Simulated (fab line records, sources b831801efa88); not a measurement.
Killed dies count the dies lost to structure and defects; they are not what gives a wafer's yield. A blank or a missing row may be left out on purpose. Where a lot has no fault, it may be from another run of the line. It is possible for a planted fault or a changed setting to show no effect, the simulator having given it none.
2 desks, one fault / flow gf180mcu / each desk has only its own numbers; what lay behind them comes last

== THE METROLOGY DESK ==
Means of the sampled wafers that have a number, per lot and without regard to the tool the lot ran on: this is what the gauges read. A lot is out of limits, marked OUT, if its mean lies more than 4 standard deviations from the usual mean; the brackets give that distance.
Columns: A = cd nm at GF_TOP_METAL_CD_MEAS_14, usual 440.3 nm
lot=L846; first seen here=day 27 22:06; A=438.6
lot=L848; first seen here=day 28 14:02; A=441.4
lot=L850; first seen here=day 29 06:32; A=442.4
lot=L851; first seen here=day 29 11:16; A=440.3
lot=L854; first seen here=day 30 12:47; A=440.2
lot=L860; first seen here=day 32 01:25; A=442.1
lot=L861; first seen here=day 32 14:23; A=438.6
lot=L862; first seen here=day 33 02:40; A=445.1
lot=L863; first seen here=day 33 06:44; A=439.2
lot=L864; first seen here=day 33 06:55; A=437.2
lot=L865; first seen here=day 33 14:46; A=439.4
This desk found nothing out of limits on any of the 11 lots.

== TOOL OWNER'S DESK, rie metal-01 ==
The tool's own readings at GF_TOP_METAL_METAL_ETCH_16 (etches the open film in Cl2/BCl3, stops on SiO2, target depth 1077.5 nm, time 179.6 s): means of the sampled wafers that have a number, for each lot that ran on this tool. A lot is out of limits, marked OUT, if its mean lies more than 4 standard deviations from the usual mean; the brackets give that distance.
Columns: A = drypump motor current A at GF_TOP_METAL_METAL_ETCH_16, usual 5.53 A; B = oes product au at GF_TOP_METAL_METAL_ETCH_16, usual 0.962 a.u.; C = run length s at GF_TOP_METAL_METAL_ETCH_16, usual 207.7 s; D = throttle valve pct at GF_TOP_METAL_METAL_ETCH_16, usual 28.260 %
lot=L846; first seen here=day 27 22:15; A=5.35; B=0.971; C=207.6; D=28.248
lot=L850; first seen here=day 29 06:42; A=5.48; B=0.956; C=207.7; D=28.275
lot=L860; first seen here=day 32 01:33; A=5.48; B=0.881 (-13) OUT; C=239.8 (+45) OUT; D=28.345 (+7.1) OUT
lot=L861; first seen here=day 32 14:34; A=5.52; B=0.879 (-13) OUT; C=242.6 (+49) OUT; D=28.340 (+6.7) OUT
This desk's verdict: out of limits on L860, L861, starting with L860 at day 32 01:33 (oes product au at GF_TOP_METAL_METAL_ETCH_16). In limits: L846, L850.

== PUT TOGETHER ==
At day 32 01:33, on L860, L861, the tool owner's desk was in a position to raise an alarm.
At the metrology desk, nothing out of limits was observed.
The metrology desk has L860, L861 on record, within its limits.
The lots listed all ran GF_TOP_METAL_METAL_ETCH_16 on rie metal-01.

== WHAT THE SIMULATOR PUT IN ==
rie metal-01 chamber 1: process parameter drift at GF_TOP_METAL_METAL_ETCH_16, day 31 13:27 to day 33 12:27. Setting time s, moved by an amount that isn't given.
Struck lots among those shown: L860, L861.
How many hours passed from the start of the fault until each desk's first out-of-limits reading: the tool owner's desk, 12.
